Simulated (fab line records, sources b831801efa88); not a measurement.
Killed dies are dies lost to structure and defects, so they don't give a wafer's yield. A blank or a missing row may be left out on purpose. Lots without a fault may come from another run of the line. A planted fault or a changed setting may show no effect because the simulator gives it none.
Problem report in the 8D (eight disciplines) form, filled by code | flow sky130 | the parts of the form that need people (team, actions taken, sign-off) are left out

1. THE PROBLEM
platen_rpm at SKY_VIA2_CMP_02 reads a mean of 54.01 rpm on 3 wafers of 2 lots; wafers without a fault read 60.00 rpm with a standard deviation of 0.037. That is -99 or more standard deviations from the usual mean.
The step: polishes SiO2.
First seen on wafer L262.4, day 38 00:51, on cmp-02. The record holds 39 wafers of 13 lots with a number at this step. Rule for "out", or "out of limits": more than 4 standard deviations from the usual mean. The other wafers with a number count as sound.

2. WHAT IT IS AND WHAT IT IS NOT
question                    | is                     | is not
which readings at this step | platen_rpm             | motor_current_A
which lots                  | L262, L266             | L253, L255, L257, L259, L261, L271, L272, L273, L274, L275, L276
which wafers of those lots  | L262.4, L266.4, L266.6 | L262.1, L262.5, L266.5
read on which tools         | cmp-02                 | cmp-01
when                        | from day 38 00:51      | up to then (17 sound wafers); but 19 sound wafers of L266, L271, L272, L273, L274, L275, L276 came after

3. SUSPECTS, AND WHAT RULES EACH OUT
Counting: a tool at a process step up to the reading stays a suspect if it ran every lot that is out. Sound lots after the first of them don't rule it out here, since some wafers of a struck lot are sound.
- rie_metal-01 at SKY_METAL1_DESCUM_17 (chemistry O2, time 8 s): kept. It ran every lot that is out, first L262 (day 35 16:27); its last sound lot up to then is L257 (day 34 07:13).
- cmp-02 at SKY_VIA2_CMP_02 (polishes SiO2): kept. It ran every lot that is out, first L262 (day 38 00:51); its last sound lot up to then is L259 (day 37 02:20). Its own readings are out on those wafers: platen_rpm.
- Within cmp-02 at SKY_VIA2_CMP_02: the wafers that are out ran in chamber 0; their sound lot-mates ran in chambers 1, 2, 3.
Left after counting: rie_metal-01 at SKY_METAL1_DESCUM_17, cmp-02 at SKY_VIA2_CMP_02.

4. THE CAUSE (what the simulator had put in)
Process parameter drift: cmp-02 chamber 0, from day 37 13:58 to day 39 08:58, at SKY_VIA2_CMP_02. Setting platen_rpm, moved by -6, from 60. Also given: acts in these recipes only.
Counting left 2 suspects, and this tool is among them.

5. THE CHAIN OF EFFECTS, in route order
Each row: a reading whose mean over the struck wafers that have a number lies more than 3 standard deviations from the usual. Only readings for which the record gives a usual standard deviation are gone through. hours: the time from each lot's start at the first step in this table that gives one to its start at this step, as a median over the lots. sigmas: the change in usual standard deviations.
hours | step            | reading    | usual     | on struck wafers | change | sigmas
0     | SKY_VIA2_CMP_02 | platen_rpm | 60.00 rpm | 54.01            | -5.99  | -99 or more
The process steps in it:
- SKY_VIA2_CMP_02: polishes SiO2.

6. WHAT WOULD HAVE CAUGHT IT SOONER
In this record the first reading out of limits was taken at day 38 00:51, 11 hours after the fault began at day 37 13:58.
